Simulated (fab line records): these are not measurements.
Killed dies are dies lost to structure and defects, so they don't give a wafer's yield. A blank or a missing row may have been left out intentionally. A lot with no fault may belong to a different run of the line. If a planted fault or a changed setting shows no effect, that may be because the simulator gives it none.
2 desks looking at one fault ; flow sky130 ; only its own numbers are on each desk; what lay behind them is given at the end

TOOL OWNER'S DESK, pvd_sputter-01
The tool's own readings at SKY_METAL1_SPUTTER_02 (material AlCu, target thk 250 nm, time 13.3 s): means of the sampled wafers that have a number, for each lot that ran on this tool. A lot is out of limits, marked OUT, if its mean lies more than 4 standard deviations from the usual mean; the brackets give that distance.
Columns: A = chamber_pressure_pa at SKY_METAL1_SPUTTER_02, usual 0.4000 Pa; B = throttle_valve_pct at SKY_METAL1_SPUTTER_02, usual 29.4 %
lot;first seen here;A;B
L867;day 33 07:58;0.4009;28.9
L872;day 35 06:46;0.4005;30.0
L880;day 37 16:53;0.3997;29.2
L881;day 38 03:22;0.4007;29.2
L882;day 38 10:25;0.4010;28.4
L884;day 38 20:07;0.4004;28.8
This desk found nothing out of limits on any of the 6 lots.

THE METROLOGY DESK
What the gauges read for every lot (on any tool): the sampled wafers with a number, averaged. A lot is out of limits, marked OUT, if its mean lies more than 4 standard deviations from the usual mean; the brackets give that distance.
Columns: A = METAL1_ALCU_RS at SKY_METAL1_RS_MEAS_05, usual 0.1265 ohm/sq; B = METAL1_ALCU_THK at SKY_METAL1_THK_MEAS_06, usual 247 nm
lot;first seen here;A;B
L864;day 32 05:01;0.1263;249
L867;day 33 08:03;0.1273;245
L872;day 35 06:52;0.1230;253
L875;day 36 02:58;0.1283;242
L880;day 37 17:02;0.1259;250
L881;day 38 03:27;0.1259;248
L882;day 38 10:34;0.1249;248
L883;day 38 14:42;0.1271;247
L885;day 38 17:51;0.1266;246
L884;day 38 20:13;0.1259;246
This desk found nothing out of limits on any of the 10 lots.

PUT TOGETHER
The desk of the tool owner found nothing out of limits.
From the metrology desk's view, nothing was out of limits.

WHAT THE SIMULATOR HAD INSERTED
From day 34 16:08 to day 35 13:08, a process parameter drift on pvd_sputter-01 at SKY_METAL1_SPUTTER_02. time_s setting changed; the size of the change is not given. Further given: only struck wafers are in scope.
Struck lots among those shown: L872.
